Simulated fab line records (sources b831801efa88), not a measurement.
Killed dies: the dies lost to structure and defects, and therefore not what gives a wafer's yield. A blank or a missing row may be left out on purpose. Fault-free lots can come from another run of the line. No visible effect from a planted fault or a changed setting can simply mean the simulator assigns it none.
Which of the tools did it? || flow gf180mcu || 14 lots with 42 wafers sampled at 2 steps, on a route of 602 steps

== WHAT THE GAUGES SHOWED, per wafer ==
GF_V1_THK_MEAS_01.
{"lot": "L670", "measured": "day 17 09:56", "on": "film_metro-04", "V1_CVD_00_THK (nm)": "596 595 597"}
{"lot": "L671", "measured": "day 17 19:05", "on": "film_metro-04", "V1_CVD_00_THK (nm)": "594 605 596"}
{"lot": "L672", "measured": "day 18 00:22", "on": "film_metro-03", "V1_CVD_00_THK (nm)": "588 600 598"}
{"lot": "L674", "measured": "day 18 22:44", "on": "film_metro-01", "V1_CVD_00_THK (nm)": "605 607 604"}
{"lot": "L675", "measured": "day 19 10:38", "on": "film_metro-04", "V1_CVD_00_THK (nm)": "597 600 607"}
{"lot": "L679", "measured": "day 21 03:56", "on": "film_metro-03", "V1_CVD_00_THK (nm)": "609 590 602"}
{"lot": "L684", "measured": "day 22 16:02", "on": "film_metro-03", "V1_CVD_00_THK (nm)": "593 596 594"}
{"lot": "L686", "measured": "day 23 07:08", "on": "film_metro-04", "V1_CVD_00_THK (nm)": "610 613 609"}
{"lot": "L687", "measured": "day 23 12:59", "on": "film_metro-03", "V1_CVD_00_THK (nm)": "609 609 607"}
{"lot": "L688", "measured": "day 24 01:13", "on": "film_metro-03", "V1_CVD_00_THK (nm)": "602 597 601"}
{"lot": "L689", "measured": "day 24 10:46", "on": "film_metro-03", "V1_CVD_00_THK (nm)": "616 606 604"}
{"lot": "L690", "measured": "day 24 15:52", "on": "film_metro-04", "V1_CVD_00_THK (nm)": "611 600 614"}
{"lot": "L691", "measured": "day 24 21:16", "on": "film_metro-03", "V1_CVD_00_THK (nm)": "608 602 603"}
{"lot": "L692", "measured": "day 25 02:49", "on": "film_metro-04", "V1_CVD_00_THK (nm)": "604 598 600"}

GF_V1_CD_MEAS_14: target cd 260 nm.
{"lot": "L670", "measured": "day 18 10:23", "on": "cd_sem-01", "cd_nm (nm)": "260.1 260.2 260.9"}
{"lot": "L671", "measured": "day 18 19:36", "on": "cd_sem-01", "cd_nm (nm)": "259.5 260.2 260.0"}
{"lot": "L672", "measured": "day 19 00:05", "on": "cd_sem-01", "cd_nm (nm)": "260.0 260.9 258.9"}
{"lot": "L674", "measured": "day 19 23:37", "on": "cd_sem-02", "cd_nm (nm)": "259.0 259.7 259.3"}
{"lot": "L675", "measured": "day 20 11:35", "on": "cd_sem-01", "cd_nm (nm)": "261.0 261.7 261.6"}
{"lot": "L679", "measured": "day 22 04:09", "on": "cd_sem-02", "cd_nm (nm)": "260.1 261.5 261.0"}
{"lot": "L684", "measured": "day 23 15:22", "on": "cd_sem-02", "cd_nm (nm)": "259.0 259.6 259.1"}
{"lot": "L686", "measured": "day 24 05:21", "on": "cd_sem-02", "cd_nm (nm)": "259.1 258.8 257.8"}
{"lot": "L687", "measured": "day 24 11:49", "on": "cd_sem-01", "cd_nm (nm)": "258.9 259.3 259.7"}
{"lot": "L688", "measured": "day 24 23:29", "on": "cd_sem-02", "cd_nm (nm)": "257.9 257.0 256.8"}
{"lot": "L689", "measured": "day 25 08:29", "on": "cd_sem-01", "cd_nm (nm)": "259.0 259.4 260.2"}
{"lot": "L690", "measured": "day 25 13:47", "on": "cd_sem-01", "cd_nm (nm)": "259.3 259.8 259.3"}
{"lot": "L691", "measured": "day 25 18:25", "on": "cd_sem-02", "cd_nm (nm)": "260.9 261.3 261.0"}
{"lot": "L692", "measured": "day 26 00:20", "on": "cd_sem-02", "cd_nm (nm)": "257.2 257.7 256.9"}

== EACH LOT AND THE TOOL THAT RAN IT (in order: tool; ch and the chambers of the sampled wafers; start) ==
No process step before these readings appears in the record.

== AS READ BY THE TOOLS THEMSELVES (means over the sampled wafers that have a number; for cases with no such wafer, the mark the record gives instead) ==
The record holds no such reading with a usual standard deviation.

== THE ANSWER, worked out from the rows above alone ==
Rule: what is usual is taken from the lots themselves. The widest of any qualifying gaps counts: lots, ordered by their means at a reading, are off when they make up no more than a third of the lots, leave a main group of 4 or more, and stand apart from it by 3 or more times the standard deviation of that group's means. A main group is skipped when, at the precision printed for the reading in the tables above, its means are all equal. A lot without any number at a reading at which 4 lots or more have one is off too. All remaining lots with rows at the step are treated as sound. The gauges are gone through in route order, then the tools' own readings, and for those a lot's mean is taken as printed above. The first step at which some lot is off is used, and at that step the reading that is off furthest; a lot without a number counts as furthest.
Across all readings shown, no lot is off: no conclusion can be drawn from this.

== WHAT WAS PUT IN BY THE SIMULATOR ==
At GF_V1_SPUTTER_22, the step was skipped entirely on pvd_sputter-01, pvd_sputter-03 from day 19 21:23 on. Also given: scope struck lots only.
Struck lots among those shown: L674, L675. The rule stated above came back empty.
